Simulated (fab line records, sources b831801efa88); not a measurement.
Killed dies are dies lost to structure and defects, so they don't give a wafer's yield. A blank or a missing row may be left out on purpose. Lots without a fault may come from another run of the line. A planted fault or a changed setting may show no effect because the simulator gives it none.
fab line records | flow sky130
record lots=12 wafers=36 last_day=50
route steps=708 shown VIA2@522 CAP2M@607 METAL5@664 PAD_OPEN@708
lots that met no fault: from a run of the same line without faults
start_h: hours from the record's first day to the start of the lot's first wafer shown | wait_h: hours since the lot's step before | " the same as in the row above | L1.1+2: a row that stands for several wafers | - no value, or no start given | * or withheld: withheld | < > ~ a bound
route shown NAME@n: a module of which the file shows steps, and the number in the route of the first | usual: mean/standard deviation of fault-free wafers | same: alike in all rows | chamber/n: place in a boat | sites: the reading at each site | _std_site: their standard deviation | _edge_site: outer sites' mean less inner sites' | radius_mm: how far each site lies from the wafer's centre | mask NAME#n: copy n | behind: the tool/chamber that last shaped the wafer | hold: why the lot was held/for how many hours/how that ended | device: the transistor (n, p or np) that didn't switch | end of line: the same wafers' tests at the end of the route | a step without rows: its recipe alone | killed: dies lost to structure and defects at the first sort, not the wafer's yield | map: a wafer's dies, x killed, . not, _ none there
set.NAME: the setting as run; set.NAME@STEP: as run at that earlier step | model.NAME: the simulator's own value behind a step, which no gauge read
steps of the route over a sample of lots; a table a step, a row a wafer
services: from which hour (start_h, from the record's first day; less than 0 if before it) a tool's chamber was out of use, for how many hours, and why
## steps
# step SKY_VIA2_ETCH_15
# recipe target=SiO2 chemistry=C4F8/O2/Ar target_depth_nm=546 stop_on=TiN mask_material=KrF-thick source_w=1500 bias_w=1200 pressure_mtorr=40 c4f8_flow_sccm=withheld O2_flow_sccm=6 Ar_flow_sccm=300 time_s=84
# usual oes_product_au=0.939/0.0048
# columns lot.wafer tool chamber start_h wait_h oes_product_au rf_hours_counter_h
L416.1 rie_diel-02 2 851.03 0.0 0.936 26
L416.5 " 2 " " 0.939 -
L416.6 " 1 " " 0.942 -
L418.2 rie_diel-01 1 859.58 0.0 0.940 16
L418.3 " 3 " " 0.933 10
L418.4 " 0 " " 0.945 2
L417.4 rie_diel-02 3 860.34 0.0 0.936 2
L417.5 " 0 " " 0.955 -
L417.6 " 3 " " 0.938 -
L422.1 rie_diel-01 3 889.88 0.0 0.949 11
L422.3 " 1 " " 0.943 17
L422.5 " 2 " " 0.939 -
L424.3 rie_diel-04 0 910.27 0.0 0.935 17
L424.4 " 3 " " 0.938 11
L424.6 " 1 " " 0.944 -
L425.1 rie_diel-04 0 915.89 0.0 0.938 17
L425.2 " 3 " " 0.937 11
L425.6 " 1 " " 0.936 -
L426.1 rie_diel-02 0 919.69 0.0 0.931 13
L426.3 " 1 " " 0.937 21
L426.6 " 3 " " 0.939 -
L428.1 rie_diel-04 0 939.97 0.0 0.940 18
L428.3 " 1 " " 0.943 19
L428.4 " 3 " " 0.933 12
L429.1 rie_diel-02 3 943.24 0.0 0.944 5
L429.3 " 2 " " 0.941 2
L429.6 " 0 " " 0.932 -
L430.1 rie_diel-04 3 952.54 0.0 0.938 12
L430.3 " 1 " " 0.947 19
L430.4 " 2 " " 0.941 8
L436.3 rie_diel-01 1 998.34 0.0 0.940 20
L436.5 " 1 " " 0.941 -
L436.6 " 0 " " 0.936 -
L435.1 rie_diel-01 3 1000.69 0.0 0.938 14
L435.3 " 0 " " 0.949 6
L435.5 " 0 " " 0.938 -
# step SKY_VIA2_SPUTTER_20
# recipe material=TiN target_thk_nm=20 chamber_pressure_pa=5 power_w=4000 time_s=80
# usual cathode_dc_power_W=4000.0/0.71 throttle_valve_pct=30.4/1.4
# columns lot.wafer tool chamber start_h wait_h cathode_dc_power_W throttle_valve_pct
L416.1 pvd_sputter-04 - 851.73 0.0 4000.1 32.5
L416.5 " - " " 4000.8 30.3
L416.6 " - " " 3999.5 32.0
L418.2 pvd_sputter-02 - 860.25 0.0 3999.5 31.1
L418.3 " - " " 4000.5 29.9
L418.4 " - " " 4000.4 29.6
L417.4 pvd_sputter-03 - 861.03 0.0 3999.7 28.4
L417.5 " - " " 3999.5 29.7
L417.6 " - " " 4001.1 32.4
L422.1 pvd_sputter-02 - 890.54 0.0 4001.5 29.9
L422.3 " - " " 3998.7 30.0
L422.5 " - " " 3998.7 29.9
L424.3 pvd_sputter-03 - 911.01 0.0 4000.0 30.9
L424.4 " - " " 4000.6 29.7
L424.6 " - " " 3999.7 31.1
L425.1 pvd_sputter-03 - 916.55 0.0 4000.4 29.7
L425.2 " - " " 3999.0 32.4
L425.6 " - " " 4000.6 32.3
L426.1 pvd_sputter-04 - 920.35 0.0 4000.3 32.5
L426.3 " - " " 4000.7 28.4
L426.6 " - " " 4001.0 32.5
L428.1 pvd_sputter-04 - 940.62 0.0 4000.2 30.5
L428.3 " - " " 4001.2 31.8
L428.4 " - " " 3999.9 32.3
L429.1 pvd_sputter-03 - 943.90 0.0 4000.4 31.0
L429.3 " - " " 4000.0 29.7
L429.6 " - " " 3999.7 32.6
L430.1 pvd_sputter-02 - 953.20 0.0 4000.8 30.0
L430.3 " - " " 3999.7 31.1
L430.4 " - " " 4000.1 30.1
L436.3 pvd_sputter-02 - 998.99 0.0 3999.5 31.3
L436.5 " - " " 4000.1 30.0
L436.6 " - " " 4000.7 29.8
L435.1 pvd_sputter-03 - 1001.35 0.0 4000.8 28.4
L435.3 " - " " 4000.6 32.3
L435.5 " - " " 3999.9 29.5
# step SKY_CAP2M_THK_MEAS_04
# recipe thk_meas_gauge=xrf reads=TiN_of_CAP2M_SPUTTER_02
# usual CAP2M_TIN_THK=200.0/2.5
# columns lot.wafer tool chamber start_h wait_h CAP2M_TIN_THK[nm]
L416.1 film_metro-03 - 932.29 0.1 200.7
L416.5 " - " " 201.4
L416.6 " - " " 199.3
L418.2 film_metro-04 - 942.39 0.1 200.9
L418.3 " - " " 201.5
L418.4 " - " " 201.6
L417.4 film_metro-04 - 943.17 0.1 196.5
L417.5 " - " " 196.6
L417.6 " - " " 199.2
L422.1 film_metro-03 - 970.52 0.1 202.3
L422.3 " - " " 200.1
L422.5 " - " " 199.5
L424.3 film_metro-02 - 990.03 0.1 203.3
L424.4 " - " " 200.5
L424.6 " - " " 202.4
L425.1 film_metro-02 - 993.96 0.1 198.0
L425.2 " - " " 196.7
L425.6 " - " " 199.4
L426.1 film_metro-04 - 998.55 0.1 199.9
L426.3 " - " " 197.4
L426.6 " - " " 198.5
L428.1 film_metro-03 - 1017.29 0.1 198.4
L428.3 " - " " 202.0
L428.4 " - " " 203.3
L429.1 film_metro-03 - 1019.44 0.1 200.6
L429.3 " - " " 198.4
L429.6 " - " " 201.8
L430.1 film_metro-04 - 1029.21 0.1 200.3
L430.3 " - " " 198.4
L430.4 " - " " 197.3
L436.3 film_metro-04 - 1071.99 0.1 198.6
L436.5 " - " " 199.1
L436.6 " - " " 201.2
L435.1 film_metro-04 - 1074.04 0.1 198.8
L435.3 " - " " 201.0
L435.5 " - " " 199.4
# step SKY_METAL5_SPUTTER_03
# recipe material=Ti target_thk_nm=5 power_w=3000 time_s=3.3 chamber_pressure_pa=0.4
# usual cathode_dc_power_W=3000.1/0.55 throttle_valve_pct=30.0/1.5
# columns lot.wafer tool chamber start_h wait_h cathode_dc_power_W throttle_valve_pct
L416.1 pvd_sputter-01 - 1007.00 0.0 2999.7 29.3
L416.5 " - " " 3000.6 31.2
L416.6 " - " " 2999.7 28.9
L418.2 pvd_sputter-01 - 1017.51 0.0 2999.8 31.2
L418.3 " - " " 3000.4 29.0
L418.4 " - " " 3000.1 28.2
L417.4 pvd_sputter-03 - 1017.61 0.0 3000.3 30.9
L417.5 " - " " 3000.4 29.7
L417.6 " - " " 2999.8 31.0
L422.1 pvd_sputter-03 - 1043.96 0.0 2999.3 32.5
L422.3 " - " " 2999.8 31.2
L422.5 " - " " 3000.2 31.0
L424.3 pvd_sputter-03 - 1060.21 0.0 2999.8 29.6
L424.4 " - " " 3001.0 29.9
L424.6 " - " " 3000.2 28.6
L425.1 pvd_sputter-04 - 1064.73 0.0 3000.8 30.1
L425.2 " - " " 3000.5 32.6
L425.6 " - " " 3001.0 31.9
L426.1 pvd_sputter-03 - 1069.46 0.0 3000.0 31.0
L426.3 " - " " 3000.4 32.5
L426.6 " - " " 2999.5 32.8
L428.1 pvd_sputter-01 - 1085.05 0.0 3000.2 31.5
L428.3 " - " " 2999.2 28.9
L428.4 " - " " 3000.0 28.2
L429.1 pvd_sputter-01 - 1087.03 0.0 3000.2 28.7
L429.3 " - " " 2999.3 28.9
L429.6 " - " " 3000.2 28.2
L430.1 pvd_sputter-01 - 1100.11 0.0 3000.4 29.1
L430.3 " - " " 3000.9 28.2
L430.4 " - " " 3000.5 31.2
L436.3 pvd_sputter-03 - 1135.40 0.0 2999.5 28.3
L436.5 " - " " 3000.6 29.4
L436.6 " - " " 2644.2 30.8
L435.1 pvd_sputter-04 - 1137.69 0.0 3000.1 28.2
L435.3 " - " " 3000.1 30.3
L435.5 " - " " 3000.9 30.4
# step SKY_PAD_OPEN_PROBE_99
# usual defect_limited_yield=82.6/1.8 killed_at_M0_to_M3=44/6.3 killed_at_M4_up=2.8/1.7 killed_at_contacts=25/5.8 killed_at_front_end=14/4.4 killed_at_other=0.3/0.49 killed_dies=86/8.7 killed_on_rim=17/4.3 killed_open=48/5.8 killed_short=38/6 sort_bin_3_pad_short=0.8/0.39 sort_bin_5_function=10.4/1.4 sort_bin_6_memory=6.2/1.1 sort_n_pass=406/8.7 sort_yield_pct=82.6/1.8
# same gross_dies=492 killed_at_back_side=0 sort_bin_4_leakage[%]=0 sort_bin_8_speed[%]=0
# columns lot.wafer tool chamber start_h wait_h defect_limited_yield[%] killed_at_M0_to_M3 killed_at_M4_up killed_at_contacts killed_at_front_end killed_at_other killed_dies killed_on_rim killed_open killed_short sort_bin_3_pad_short[%] sort_bin_5_function[%] sort_bin_6_memory[%] sort_n_pass sort_yield_pct[%]
L417.4 prober-02 - 1086.49 0.2 80.7 47 3 32 13 0 95 23 53 42 0.6 12.0 6.7 397 80.7
L417.5 prober-02 - 1086.54 0.2 83.5 41 0 24 16 0 81 19 44 37 0.8 8.9 6.7 411 83.5
L417.6 prober-02 - 1086.59 0.2 80.9 50 3 23 17 1 94 16 51 43 0.8 10.6 7.7 398 80.9
L422.1 prober-02 - 1109.83 0.1 80.9 47 4 19 23 1 94 17 44 50 0.6 11.6 6.9 398 80.9
L422.3 prober-02 - 1109.93 0.2 82.5 33 4 30 18 1 86 14 49 37 1.0 11.4 5.1 406 82.5
L422.5 prober-02 - 1110.03 0.2 85.2 45 1 17 10 0 73 11 44 29 0.6 8.3 5.9 419 85.2
L424.3 prober-02 - 1124.56 0.2 81.7 27 5 37 21 0 90 9 47 43 0.2 12.4 5.7 402 81.7
L424.4 prober-02 - 1124.61 0.2 80.7 39 6 35 15 0 95 18 50 45 0.8 10.4 8.1 397 80.7
L424.6 prober-02 - 1124.71 0.2 81.7 41 1 31 17 0 90 17 56 34 1.6 9.6 7.1 402 81.7
L426.1 prober-02 - 1132.06 0.1 83.5 42 3 23 12 1 81 20 43 38 0.8 10.8 4.9 411 83.5
L426.3 prober-02 - 1132.16 0.2 81.5 49 3 24 14 1 91 23 52 39 0.6 12.0 5.9 401 81.5
L426.6 prober-02 - 1132.31 0.2 84.1 38 2 22 16 0 78 14 42 36 0.8 8.3 6.7 414 84.1
L429.1 prober-01 - 1147.91 0.1 86.0 33 3 23 9 1 69 11 37 32 0.8 8.9 4.3 423 86.0
L429.3 prober-01 - 1148.01 0.2 81.3 48 3 24 17 0 92 17 55 37 0.6 11.4 6.7 400 81.3
L429.6 prober-01 - 1148.16 0.2 83.1 45 2 26 10 0 83 26 47 36 0.2 11.6 5.1 409 83.1
L430.1 prober-02 - 1159.03 0.1 84.6 41 1 16 17 1 76 9 43 33 1.0 7.7 6.7 416 84.6
L430.3 prober-02 - 1159.13 0.2 85.0 36 3 20 15 0 74 14 43 31 0.4 8.7 5.9 418 85.0
L430.4 prober-02 - 1159.18 0.2 81.3 41 2 29 20 0 92 23 50 42 1.2 12.0 5.5 400 81.3
L435.1 prober-02 - 1192.77 0.1 81.7 46 5 27 12 0 90 12 47 43 0.8 11.4 6.1 402 81.7
L435.3 prober-02 - 1192.87 0.2 80.9 59 3 20 9 3 94 20 49 45 1.6 10.6 6.9 398 80.9
L435.5 prober-02 - 1192.97 0.2 81.5 49 1 21 20 0 91 25 49 42 1.2 11.2 6.1 401 81.5
# killed by level:class
L417.4 CONTACT:geometric_particle:open=14 VIA1:geometric_particle:open=12 METAL1:geometric_particle:short=10 VIA1:geometric_particle:short=7 LI_CONTACT:geometric_particle:open=7 CONTACT:geometric_particle:short=6 POLY_GATE:geometric_particle:short=5 VIA2:geometric_particle:open=4
L417.5 VIA1:geometric_particle:open=13 LI_CONTACT:geometric_particle:open=9 VIA1:geometric_particle:short=8 VIA3:geometric_particle:open=6 POLY_GATE:geometric_particle:short=5 CONTACT:geometric_particle:open=5 POLY_GATE:geometric_particle:open=4 LOCAL_INTERCONNECT:geometric_particle:short=4
L417.6 CONTACT:geometric_particle:open=11 VIA1:geometric_particle:open=8 FIELD_ISO:geometric_particle:short=7 METAL1:geometric_particle:short=7 VIA3:geometric_particle:open=6 VIA1:geometric_particle:short=6 VIA2:geometric_particle:open=6 LI_CONTACT:geometric_particle:open=5
L422.1 METAL2:geometric_particle:short=12 VIA1:geometric_particle:open=9 FIELD_ISO:geometric_particle:short=8 FIELD_ISO:geometric_particle:open=7 VIA3:geometric_particle:open=6 LI_CONTACT:geometric_particle:open=5 CONTACT:geometric_particle:short=5 VIA1:geometric_particle:short=5
L422.3 LI_CONTACT:geometric_particle:open=11 VIA3:geometric_particle:open=9 CONTACT:geometric_particle:open=8 VIA1:geometric_particle:open=7 POLY_GATE:geometric_particle:short=5 CONTACT:geometric_particle:short=5 METAL1:geometric_particle:short=5 FIELD_ISO:geometric_particle:open=4
L422.5 VIA1:geometric_particle:open=10 VIA1:geometric_particle:short=9 VIA2:geometric_particle:open=6 LI_CONTACT:geometric_particle:open=5 METAL2:geometric_particle:short=5 CONTACT:geometric_particle:open=4 POLY_GATE:geometric_particle:open=3 LOCAL_INTERCONNECT:geometric_particle:short=3
L424.3 CONTACT:geometric_particle:open=15 LI_CONTACT:geometric_particle:open=8 CONTACT:geometric_particle:short=7 FIELD_ISO:geometric_particle:short=5 POLY_GATE:geometric_particle:short=5 POLY_GATE:geometric_particle:open=5 LI_CONTACT:geometric_particle:short=5 VIA1:geometric_particle:open=5
L424.4 CONTACT:geometric_particle:open=13 FIELD_ISO:geometric_particle:short=9 LI_CONTACT:geometric_particle:open=9 VIA1:geometric_particle:open=8 LOCAL_INTERCONNECT:geometric_particle:short=6 VIA3:geometric_particle:open=6 CONTACT:geometric_particle:short=4 VIA1:geometric_particle:short=4
L424.6 VIA3:geometric_particle:open=12 LI_CONTACT:geometric_particle:open=10 CONTACT:geometric_particle:open=10 VIA1:geometric_particle:open=8 CONTACT:geometric_particle:short=6 POLY_GATE:geometric_particle:open=5 METAL1:geometric_particle:short=5 FIELD_ISO:geometric_particle:open=4
L426.1 VIA1:geometric_particle:open=15 CONTACT:geometric_particle:open=7 METAL2:geometric_particle:short=6 VIA2:geometric_particle:open=6 LI_CONTACT:geometric_particle:open=5 LOCAL_INTERCONNECT:geometric_particle:short=5 VIA1:geometric_particle:short=5 LI_CONTACT:geometric_particle:short=4
L426.3 VIA1:geometric_particle:open=12 CONTACT:geometric_particle:open=11 VIA1:geometric_particle:short=7 LI_CONTACT:geometric_particle:open=6 METAL3:geometric_particle:short=6 METAL2:geometric_particle:short=6 POLY_GATE:geometric_particle:open=4 VIA3:geometric_particle:open=4
L426.6 CONTACT:geometric_particle:open=9 VIA2:geometric_particle:open=7 VIA1:geometric_particle:open=6 METAL2:geometric_particle:short=6 POLY_GATE:geometric_particle:short=5 LI_CONTACT:geometric_particle:open=5 VIA1:geometric_particle:short=5 METAL1:geometric_particle:short=4
L429.1 VIA1:geometric_particle:open=10 LI_CONTACT:geometric_particle:open=6 CONTACT:geometric_particle:open=6 METAL2:geometric_particle:short=6 LOCAL_INTERCONNECT:geometric_particle:short=5 FIELD_ISO:geometric_particle:short=4 VIA3:geometric_particle:open=4 LI_CONTACT:geometric_particle:short=3
L429.3 VIA1:geometric_particle:open=11 CONTACT:geometric_particle:open=10 LI_CONTACT:geometric_particle:open=9 VIA3:geometric_particle:short=8 METAL1:geometric_particle:short=8 VIA2:geometric_particle:open=8 POLY_GATE:geometric_particle:short=6 POLY_GATE:geometric_particle:open=4
L429.6 CONTACT:geometric_particle:open=13 VIA1:geometric_particle:open=9 LI_CONTACT:geometric_particle:open=8 METAL2:geometric_particle:short=7 VIA2:geometric_particle:open=6 VIA1:geometric_particle:short=6 METAL3:geometric_particle:short=5 POLY_GATE:geometric_particle:short=4
L430.1 VIA1:geometric_particle:open=9 FIELD_ISO:geometric_particle:open=5 CONTACT:geometric_particle:short=5 VIA2:geometric_particle:open=5 LI_CONTACT:geometric_particle:open=4 CONTACT:geometric_particle:open=4 METAL1:geometric_particle:short=4 VIA1:geometric_particle:short=4
L430.3 LI_CONTACT:geometric_particle:open=8 METAL1:geometric_particle:short=7 CONTACT:geometric_particle:open=7 VIA1:geometric_particle:open=7 FIELD_ISO:geometric_particle:open=6 VIA3:geometric_particle:open=5 FIELD_ISO:geometric_particle:short=4 VIA2:geometric_particle:open=4
L430.4 CONTACT:geometric_particle:open=16 VIA1:geometric_particle:open=11 POLY_GATE:geometric_particle:short=7 METAL1:geometric_particle:short=7 METAL2:geometric_particle:short=6 VIA3:geometric_particle:open=6 LI_CONTACT:geometric_particle:open=5 FIELD_ISO:geometric_particle:short=4
L435.1 CONTACT:geometric_particle:open=9 VIA2:geometric_particle:open=9 VIA1:geometric_particle:open=8 LOCAL_INTERCONNECT:geometric_particle:short=7 METAL1:geometric_particle:short=6 LI_CONTACT:geometric_particle:open=6 FIELD_ISO:geometric_particle:open=5 POLY_GATE:geometric_particle:short=5
L435.3 VIA1:geometric_particle:open=13 METAL1:geometric_particle:short=8 VIA2:geometric_particle:open=8 VIA3:geometric_particle:open=8 VIA1:geometric_particle:short=6 CONTACT:geometric_particle:open=5 METAL2:geometric_particle:short=5 POLY_GATE:geometric_particle:short=4
L435.5 VIA3:geometric_particle:open=10 FIELD_ISO:geometric_particle:open=7 LI_CONTACT:geometric_particle:open=7 VIA1:geometric_particle:open=7 FIELD_ISO:geometric_particle:short=6 VIA2:geometric_particle:open=6 VIA1:geometric_particle:short=6 CONTACT:geometric_particle:short=5
## services
# columns tool chamber start_h hours kind
pvd_sputter-04 - 838.53 7.8 repair
pvd_sputter-03 - 854.45 6.5 repair
rie_diel-02 2 873.55 - clean
rie_diel-02 - 873.56 0.2 repair
rie_diel-04 1 886.10 2.6 repair
rie_diel-02 0 915.95 1.2 repair
rie_diel-04 2 917.64 2.8 repair
rie_diel-02 3 919.90 4.2 repair
pvd_sputter-01 - 950.32 3.3 repair
rie_diel-02 2 960.48 1.5 repair
rie_diel-04 2 993.29 4.0 repair
rie_diel-04 3 1009.54 5.5 repair
rie_diel-01 2 1031.63 6.9 repair
rie_diel-04 2 1041.05 8.9 repair
rie_diel-01 - 1046.62 1.4 repair
rie_diel-01 3 1056.66 11.2 repair
pvd_sputter-01 - 1058.65 6.3 repair
rie_diel-01 2 1066.76 21.5 repair
rie_diel-01 3 1078.79 4.6 repair
pvd_sputter-04 - 1105.32 18.1 repair
rie_diel-04 1 1105.84 9.4 repair
rie_diel-02 0 1113.34 14.6 repair
pvd_sputter-04 - 1120.03 2.3 repair
rie_diel-02 2 1123.16 4.2 repair
## key
first_sign step=SKY_METAL5_SPUTTER_03 reading=cathode_dc_power_W direction=down sigmas=99+ usual=3000.1 struck=2644.2
effect none on later readings
met_at SKY_METAL5_SPUTTER_03
struck_lots L436
struck_wafers L436.6
not_acting_at SKY_VIA2_ETCH_15,SKY_VIA2_SPUTTER_20,SKY_CAP2M_THK_MEAS_04
onset_between 1069.46 1135.40
fault kind=process_parameter_drift tool=pvd_sputter-03 chamber=- onset_h=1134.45 steps=SKY_METAL5_SPUTTER_03 channel=power_w offset=* shape=step end_h=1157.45 acts_in=* stated=* scope=struck_wafers_only
